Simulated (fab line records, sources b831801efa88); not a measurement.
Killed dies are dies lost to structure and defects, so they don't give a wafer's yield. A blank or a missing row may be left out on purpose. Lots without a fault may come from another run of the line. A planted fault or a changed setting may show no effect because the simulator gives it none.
Problem report in the 8D (eight disciplines) form, filled by code | flow gf180mcu | the parts of the form that need people (team, actions taken, sign-off) are left out

1. THE PROBLEM
cd_nm at GF_SAB_CD_MEAS_09 reads a mean of 389.6 nm on 5 wafers of 3 lots; wafers without a fault read 420.8 nm with a standard deviation of 2.1. That is -15 standard deviations from the usual mean.
The step: target cd 420 nm.
First seen on wafer L709.2, day 18 13:34, on cd_sem-01. The record holds 43 wafers of 15 lots with a number at this step. Rule for "out", or "out of limits": more than 4 standard deviations from the usual mean. The other wafers with a number count as sound.

2. WHAT IT IS AND WHAT IT IS NOT
question                    | is                                     | is not
which readings at this step | cd_nm                                  | -
which lots                  | L709, L711, L714                       | L701, L702, L703, L704, L705, L706, L708, L720, L721, L722, L723, L724
which wafers of those lots  | L709.2, L709.5, L711.2, L714.2, L714.5 | L711.1, L711.6
read on which gauges        | cd_sem-01, cd_sem-02                   | -
when                        | from day 18 13:34                      | up to then (21 sound wafers); but 17 sound wafers of L711, L720, L721, L722, L723, L724 came after

3. SUSPECTS, AND WHAT RULES EACH OUT
Counting: a tool at a process step up to the reading stays a suspect if it ran every lot that is out. Sound lots after the first of them don't rule it out here, since some wafers of a struck lot are sound.
- the gauge at GF_SAB_CD_MEAS_09: ruled out. The wafers that are out were read on 2 gauges (cd_sem-01, cd_sem-02).
- iline_stepper-02 at GF_SAB_EXPOSE_06 (exposes mask SAB, target cd 420 nm): kept. It ran every lot that is out, first L709 (day 18 01:45); its last sound lot up to then is L708 (day 17 17:13).
Left after counting: iline_stepper-02 at GF_SAB_EXPOSE_06.

4. THE CAUSE (what the simulator had put in)
Process parameter drift: iline_stepper-02, from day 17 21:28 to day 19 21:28, at GF_SAB_EXPOSE_06. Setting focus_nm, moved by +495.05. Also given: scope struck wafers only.
Counting left only this tool.

5. THE CHAIN OF EFFECTS, in route order
Each row: a reading whose mean over the struck wafers that have a number lies more than 3 standard deviations from the usual. Only readings for which the record gives a usual standard deviation are gone through. hours: the time from each lot's start at the first step in this table that gives one to its start at this step, as a median over the lots. sigmas: the change in usual standard deviations.
hours | step              | reading | usual    | on struck wafers | change | sigmas
0     | GF_SAB_CD_MEAS_09 | cd_nm   | 420.8 nm | 389.6            | -31.2  | -15

6. WHAT WOULD HAVE CAUGHT IT SOONER
In this record the first reading out of limits at a measuring or inspecting step was taken at day 18 13:34, 16 hours after the fault began at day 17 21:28.
Of the tool readings at GF_SAB_EXPOSE_06 for which the record gives a usual standard deviation, none was out on any struck wafer, so an alarm limit of 4 standard deviations on them would not have fired.
Of the lots that are out (3), L711, L714 began GF_SAB_EXPOSE_06 on iline_stepper-02 after day 18 13:34. A hold on the tool at that time would have spared those 2.
